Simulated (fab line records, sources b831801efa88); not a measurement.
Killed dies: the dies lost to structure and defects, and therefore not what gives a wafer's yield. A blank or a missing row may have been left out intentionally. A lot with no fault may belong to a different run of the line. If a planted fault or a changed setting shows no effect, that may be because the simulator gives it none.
fab line records | flow sky130
[record] lots = 7 wafers = 21 last-day = 50
route steps=708 shown VIA3@591 METAL4@598 CAP2M@603
lots that met no fault: from a run of the same line without faults
start-h: start of the lot's first displayed wafer, in hours after the record's first day | wait-h: how many hours have passed since the lot's step before this one | " same as the row above | L1.1+2: a single row standing in for several wafers | - no value present, or no start provided | * or withheld: withheld | < > ~ a bound
route shown NAME@n: a module of which the file shows steps, and the number in the route of the first | usual: average and standard deviation across the fault-free wafers | same: alike in all rows | chamber/n: place in a boat | sites: per-site readings | _std_site: the values' standard deviation | _edge_site: outer sites' mean less inner sites' | radius-mm: for every site, how far away it sits from the centre of the wafer | mask NAME#n: copy n | behind: the last tool/chamber to shape the wafer | hold: cause of the lot's hold/its duration in hours/its outcome | device: which transistor (n, p or np) failed to switch | end of line: the route-end tests of the same wafers | a step with no rows: only its recipe | killed: the dies lost at the first sort to structure and to defects; this is not the yield of the wafer | map: a wafer's dies, x killed, . not, _ none there
set.NAME: setting as actually run; set.NAME@STEP: the setting as run at that earlier step | model.NAME: the simulator's own value behind a step, which no gauge read
lots at selected steps of the route; one table per step, one row per wafer
services: when a tool's chamber went out of use (start-h, in hours from the record's first day, below 0 if earlier), for how many hours, and the reason
[[steps]]
[step SKY_VIA3_CLEAN_18]
[recipe] chemistry = IPA time-s = 180 temp-c = 25
[step SKY_VIA3_CLEAN_19]
[recipe] chemistry = O3/DIW dry = n2-spin
[step SKY_VIA3_SPUTTER_20]
[recipe] material = TiN target-thk-nm = 20 chamber-pressure-pa = 5 power-w = 4000 time-s = 80
[step SKY_VIA3_CVD_21]
[recipe] material = W target-thk-nm = 390 time-s = 117.31 temp-c = 400 pressure-torr = 40
[usual] chamber-pressure-Torr = 40.02/0.083 heater-power-outer-w = 537/42 heater-power-w = 891/72
// columns lot.wafer tool chamber start-h wait-h chamber-pressure-Torr heater-power-outer-w heater-power-w
L685.1 cvd-w-01 0 966.60 0.0 40.05 528 928
L685.2 " 1 " " 40.15 484 793
L685.4 " 0 " " 39.97 510 921
L694.2 cvd-w-01 0 1026.06 0.0 39.94 530 920
L694.5 " 0 " " 39.98 517 936
L694.6 " 1 " " 40.01 481 785
L695.2 cvd-w-01 0 1039.25 0.0 40.12 507 946
L695.5 " 0 " " 40.06 517 904
L695.6 " 1 " " 39.96 496 810
L696.2 cvd-w-01 0 1044.70 0.0 39.90 512 914
L696.4 " 1 " " 39.87 487 784
L696.6 " 1 " " 39.98 488 800
L699.4 cvd-w-02 1 1062.99 0.1 40.06 548 871
L699.5 " 1 " " 39.96 537 882
L699.6 " 0 " " 39.91 599 1000
L702.1 cvd-w-01 0 1072.82 0.0 40.12 516 906
L702.2 " 1 " " 39.97 478 775
L702.3 " 1 " " 39.90 478 796
L703.2 cvd-w-01 0 1086.59 0.0 40.07 521 933
L703.5 " 0 " " 39.97 517 910
L703.6 " 1 " " 40.00 487 790
[step SKY_VIA3_RS_MEAS_22]
[recipe] thk-meas-gauge = four-point-probe reads = W_of_VIA3_CVD_21+TiN_of_VIA3_SPUTTER_20
[usual] VIA3_W_RS = 0.293/0.0035
// columns lot.wafer tool chamber start-h wait-h VIA3_W_RS[ohm/sq]
L685.1 film-metro-04 - 966.73 0.1 0.293
L685.2 " - " " 0.294
L685.4 " - " " 0.298
L694.2 film-metro-01 - 1026.20 0.1 0.289
L694.5 " - " " 0.289
L694.6 " - " " 0.289
L695.2 film-metro-01 - 1039.40 0.1 0.292
L695.5 " - " " 0.291
L695.6 " - " " 0.291
L696.2 film-metro-04 - 1044.84 0.1 0.291
L696.4 " - " " 0.290
L696.6 " - " " 0.292
L699.4 film-metro-04 - 1063.13 0.1 0.288
L699.5 " - " " 0.288
L699.6 " - " " 0.292
L702.1 film-metro-01 - 1072.94 0.1 0.291
L702.2 " - " " 0.291
L702.3 " - " " 0.291
L703.2 film-metro-01 - 1086.73 0.1 0.290
L703.5 " - " " 0.291
L703.6 " - " " 0.287
[step SKY_VIA3_THK_MEAS_23]
[recipe] thk-meas-gauge = xrf reads = W_of_VIA3_CVD_21
[usual] VIA3_W_THK = 370/4.6
// columns lot.wafer tool chamber start-h wait-h VIA3_W_THK[nm]
L685.1 film-metro-04 - 966.85 0.1 373
L685.2 " - " " 372
L685.4 " - " " 367
L694.2 film-metro-01 - 1026.31 0.1 374
L694.5 " - " " 375
L694.6 " - " " 377
L695.2 film-metro-01 - 1039.51 0.1 368
L695.5 " - " " 370
L695.6 " - " " 369
L696.2 film-metro-04 - 1044.95 0.1 374
L696.4 " - " " 375
L696.6 " - " " 372
L699.4 film-metro-04 - 1063.22 0.1 373
L699.5 " - " " 373
L699.6 " - " " 369
L702.1 film-metro-01 - 1073.06 0.1 373
L702.2 " - " " 371
L702.3 " - " " 377
L703.2 film-metro-01 - 1086.84 0.1 372
L703.5 " - " " 372
L703.6 " - " " 378
[step SKY_VIA3_CMP_24]
[recipe] stop-on = SiO2 t-overpolish-s = 20 down-force-psi = 3.5 platen-rpm = 60 target-thk-nm = 0 pad-velocity-m-s = 0.94248
[usual] motor-current-A = 11.1/1.2 overpolish-run-s = 19.999/0.0078 time-to-endpoint-s = 97/3.6
// columns lot.wafer tool chamber start-h wait-h motor-current-A overpolish-run-s time-to-endpoint-s
L685.1 cmp-02 0 967.26 0.4 11.3 20.002 93
L685.2 " 1 " " 10.0 19.999 92
L685.4 " 2 " " 12.7 20.004 89
L694.2 cmp-02 1 1026.46 0.1 9.4 20.009 101
L694.6 " 3 " " 11.0 20.006 100
L694.5 " 0 " " 10.5 20.011 92
L695.2 cmp-02 2 1039.56 0.0 12.9 19.974 94
L695.6 " 2 " " 12.9 20.006 94
L695.5 " 3 " " 11.0 20.008 96
L696.4 cmp-02 0 1045.10 0.1 11.2 20.011 91
L696.2 " 1 " " 10.0 20.009 94
L696.6 " 2 " " 12.3 19.988 96
L699.4 cmp-01 1 1063.25 0.0 10.1 19.996 100
L699.6 " 1 " " 10.5 19.986 99
L699.5 " 2 " " 11.3 20.007 99
L702.2 cmp-01 2 1073.26 0.2 11.4 19.995 99
L702.1 " 3 " " 11.7 19.992 99
L702.3 " 0 " " 8.9 19.992 99
L703.2 cmp-02 3 1086.94 0.1 11.0 19.995 100
L703.5 " 2 " " 13.2 20.000 99
L703.6 " 3 " " 10.6 19.998 101
[step SKY_METAL4_SPUTTER_00]
[recipe] material = Ti target-thk-nm = 15 power-w = 3000 time-s = 10 chamber-pressure-pa = 0.4
[usual] throttle-valve-pct = 29.9/0.8
// columns lot.wafer tool chamber start-h wait-h throttle-valve-pct
L685.1 pvd-sputter-03 - 967.51 0.2 29.8
L685.2 " - " " 31.0
L685.4 " - " " 29.8
L694.2 pvd-sputter-03 - 1026.66 0.1 30.4
L694.5 " - " " 30.1
L694.6 " - " " 29.8
L695.2 pvd-sputter-04 - 1039.86 0.2 30.7
L695.5 " - " " 29.4
L695.6 " - " " 30.5
L696.2 pvd-sputter-01 - 1045.30 0.1 29.2
L696.4 " - " " 29.0
L696.6 " - " " 28.8
L699.4 pvd-sputter-03 - 1063.55 0.2 29.7
L699.5 " - " " 29.8
L699.6 " - " " 30.7
L702.1 pvd-sputter-03 - 1073.56 0.2 29.7
L702.2 " - " " 30.2
L702.3 " - " " 29.7
L703.2 pvd-sputter-01 - 1087.19 0.2 29.0
L703.5 " - " " 28.4
L703.6 " - " " 28.5
[step SKY_METAL4_SPUTTER_01]
[recipe] material = TiN target-thk-nm = 20 power-w = 6500 time-s = 16.7 chamber-pressure-pa = 0.3867
[step SKY_METAL4_SPUTTER_02]
[recipe] material = AlCu target-thk-nm = 735 power-w = 10600 time-s = 39.1 chamber-pressure-pa = 0.4
[usual] throttle-valve-pct = 29.9/0.84
// columns lot.wafer tool chamber start-h wait-h throttle-valve-pct
L685.1 pvd-sputter-03 - 967.56 0.0 30.0
L685.2 " - " " 31.0
L685.4 " - " " 29.7
L694.2 pvd-sputter-03 - 1026.71 0.0 30.3
L694.5 " - " " 30.1
L694.6 " - " " 29.4
L695.2 pvd-sputter-04 - 1039.90 0.0 31.0
L695.5 " - " " 29.1
L695.6 " - " " 30.4
L696.2 pvd-sputter-01 - 1045.35 0.0 28.8
L696.4 " - " " 28.9
L696.6 " - " " 28.9
L699.4 pvd-sputter-03 - 1063.60 0.0 30.1
L699.5 " - " " 29.8
L699.6 " - " " 30.8
L702.1 pvd-sputter-03 - 1073.61 0.0 29.7
L702.2 " - " " 30.0
L702.3 " - " " 29.8
L703.2 pvd-sputter-01 - 1087.25 0.0 29.0
L703.5 " - " " 28.7
L703.6 " - " " 28.5
[step SKY_METAL4_SPUTTER_03]
[recipe] material = Ti target-thk-nm = 5 power-w = 3000 time-s = 3.3 chamber-pressure-pa = 0.4
[step SKY_METAL4_SPUTTER_04]
[recipe] material = TiN target-thk-nm = 70 power-w = 6500 time-s = 58.3 chamber-pressure-pa = 0.4
[usual] throttle-valve-pct = 29.8/0.84
// columns lot.wafer tool chamber start-h wait-h throttle-valve-pct
L685.1 pvd-sputter-03 - 967.62 0.0 29.8
L685.2 " - " " 30.9
L685.4 " - " " 29.7
L694.2 pvd-sputter-03 - 1026.76 0.0 29.9
L694.5 " - " " 30.5
L694.6 " - " " 29.6
L695.2 pvd-sputter-04 - 1039.96 0.0 31.1
L695.5 " - " " 29.1
L695.6 " - " " 30.6
L696.2 pvd-sputter-01 - 1045.41 0.0 28.9
L696.4 " - " " 28.7
L696.6 " - " " 28.6
L699.4 pvd-sputter-03 - 1063.66 0.0 29.9
L699.5 " - " " 29.9
L699.6 " - " " 30.9
L702.1 pvd-sputter-03 - 1073.67 0.0 29.5
L702.2 " - " " 30.3
L702.3 " - " " 29.8
L703.2 pvd-sputter-01 - 1087.31 0.0 28.8
L703.5 " - " " 28.3
L703.6 " - " " 28.5
[step SKY_CAP2M_CVD_00]
[recipe] material = SiO2 target-thk-nm = 15.5 temp-c = 400 time-s = withheld rf-w = 450
[usual] heater-power-outer-w = 459/78 heater-power-w = 781/130
// columns lot.wafer tool chamber start-h wait-h heater-power-outer-w heater-power-w
L685.1 pecvd-04 2 967.67 0.0 516 966
L685.2 " 0 " " 463 772
L685.4 " 0 " " 469 766
L694.2 pecvd-02 2 1026.81 0.0 - -
L694.5 " 0 " " - -
L694.6 " 2 " " - -
L695.2 pecvd-03 1 1040.01 0.0 - -
L695.5 " 1 " " - -
L695.6 " 2 " " - -
L696.2 pecvd-02 1 1045.46 0.0 - -
L696.4 " 2 " " - -
L696.6 " 1 " " - -
L699.4 pecvd-03 1 1063.72 0.0 388 780
L699.5 " 2 " " 374 693
L699.6 " 0 " " 522 788
L702.1 pecvd-03 2 1073.72 0.0 346 657
L702.2 " 1 " " 480 897
L702.3 " 0 " " 445 691
L703.2 pecvd-04 0 1087.36 0.0 471 791
L703.5 " 2 " " 672 1163
L703.6 " 1 " " 386 725
[step SKY_CAP2M_SPUTTER_02]
[recipe] material = TiN target-thk-nm = 200 temp-c = 300 power-w = 6500 time-s = 166.7 chamber-pressure-pa = 0.4
[[services]]
// columns tool chamber start-h hours kind
pecvd-02 2 951.40 16.5 scheduled-down
cmp-01 - 958.86 54.0 repair
pecvd-03 - 961.27 0.7 repair
pecvd-04 1 965.86 6.1 repair
pecvd-02 0 989.88 4.3 repair
cmp-01 - 990.65 1.9 repair
cmp-02 - 990.74 0.5 repair
pvd-sputter-03 - 991.61 0.9 repair
pvd-sputter-01 - 999.56 1.9 repair
pecvd-03 - 1004.35 0.6 repair
cmp-01 - 1005.47 5.3 repair
pecvd-03 - 1016.41 2.8 pm
cmp-02 - 1026.96 4.4 pm
cmp-01 - 1032.28 0.5 repair
pecvd-04 - 1040.29 1.7 repair
pvd-sputter-03 - 1041.60 7.9 repair
pecvd-03 2 1043.06 2.1 scheduled-down
cvd-w-02 - 1053.51 3.1 repair
cmp-02 - 1063.42 4.0 pm
pecvd-03 1 1066.96 2.4 repair
cmp-02 - 1067.42 - consumable-replace:conditioner
cmp-02 - 1067.42 - consumable-replace:pad
cmp-02 - 1072.04 1.6 repair
cmp-01 - 1075.00 2.3 repair
[[key]]
[first-sign] step = SKY_CAP2M_CVD_00 reading = tool-record direction = missing
effect none on later readings
met-at SKY_CAP2M_CVD_00
struck-wafers L694.2,L694.5,L694.6,L695.2,L695.5,L695.6,L696.2,L696.4,L696.6
later-rows-left-out L694.2,L694.5,L694.6,L695.2,L695.5,L695.6,L696.2,L696.4,L696.6
sort-left-out L694.2,L694.5,L694.6,L695.2,L695.5,L695.6,L696.2,L696.4,L696.6
[fault] kind = skipped-step-whole tool = pecvd-02,pecvd-03 chamber = - onset-h = 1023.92 steps = SKY_CAP2M_CVD_00 scope = struck-lots-only
// sort-left-out: the simulated sort isn't trusted on such a fault, so these wafers' sort isn't shown, and their yield isn't known
// later-rows-left-out: the simulator's readings of these wafers behind a module that went badly wrong aren't trusted and aren't shown, but for the sort
